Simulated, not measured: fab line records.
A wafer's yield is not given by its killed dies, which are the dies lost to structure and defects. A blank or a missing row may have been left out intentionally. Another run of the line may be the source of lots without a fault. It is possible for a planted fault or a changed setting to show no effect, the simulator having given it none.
Chamber matching || flow gf180mcu || cmp-02 running GF_V4_CMP_26: 4 sister chambers
The step polishes, stops on SiO2, t overpolish 15 s, target thk 0 nm. 4 wafers are shown with their chamber, then 7 later ones without.

## WAFERS PAIRED WITH THEIR CHAMBERS
{"wafer": "L980.1", "chamber": 1, "motor current A (A)": 11.9}
{"wafer": "L980.3", "chamber": 0, "motor current A (A)": 7.5}
{"wafer": "L983.2", "chamber": 3, "motor current A (A)": 11.4}
{"wafer": "L983.3", "chamber": 2, "motor current A (A)": 9.8}

## WAFERS MISSING THEIR CHAMBER
{"wafer": "L983.5", "motor current A (A)": 7.7}
{"wafer": "L988.2", "motor current A (A)": 8.2}
{"wafer": "L988.3", "motor current A (A)": 9.4}
{"wafer": "L988.5", "motor current A (A)": 7.7}
{"wafer": "L990.1", "motor current A (A)": 7.8}
{"wafer": "L990.3", "motor current A (A)": 12.4}
{"wafer": "L990.4", "motor current A (A)": 11.0}

## WHICH CHAMBER EACH ONE RAN IN
{"wafer": "L983.5", "from the rows above": 0, "in truth": 0}
{"wafer": "L988.2", "from the rows above": 0, "in truth": 0}
{"wafer": "L988.3", "from the rows above": 2, "in truth": 2}
{"wafer": "L988.5", "from the rows above": 0, "in truth": 0}
{"wafer": "L990.1", "from the rows above": 0, "in truth": 0}
{"wafer": "L990.3", "from the rows above": "can't be placed: 1 or 3", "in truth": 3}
{"wafer": "L990.4", "from the rows above": "can't be placed: 3 or 1 or 2", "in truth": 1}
Correct placement for 5 of the 7. Cannot be placed on the basis of these rows: 2; the candidates contain the true chamber in 2. Number placed wrongly: 0.
How it was worked out, from the rows above alone: a wafer's distance from a chamber is the root of the sum, over the readings, of the square of ((its reading less the chamber's mean) divided by the reading's scatter). If the next closest chamber is less than 2 further off than the closest, the wafer can't be placed; otherwise it belongs to the closest. The mean given for a chamber averages the wafers shown for that chamber. The scatter: with one shown wafer a chamber, the root of the mean of the squares of how far each hidden wafer lies from its nearest shown one.
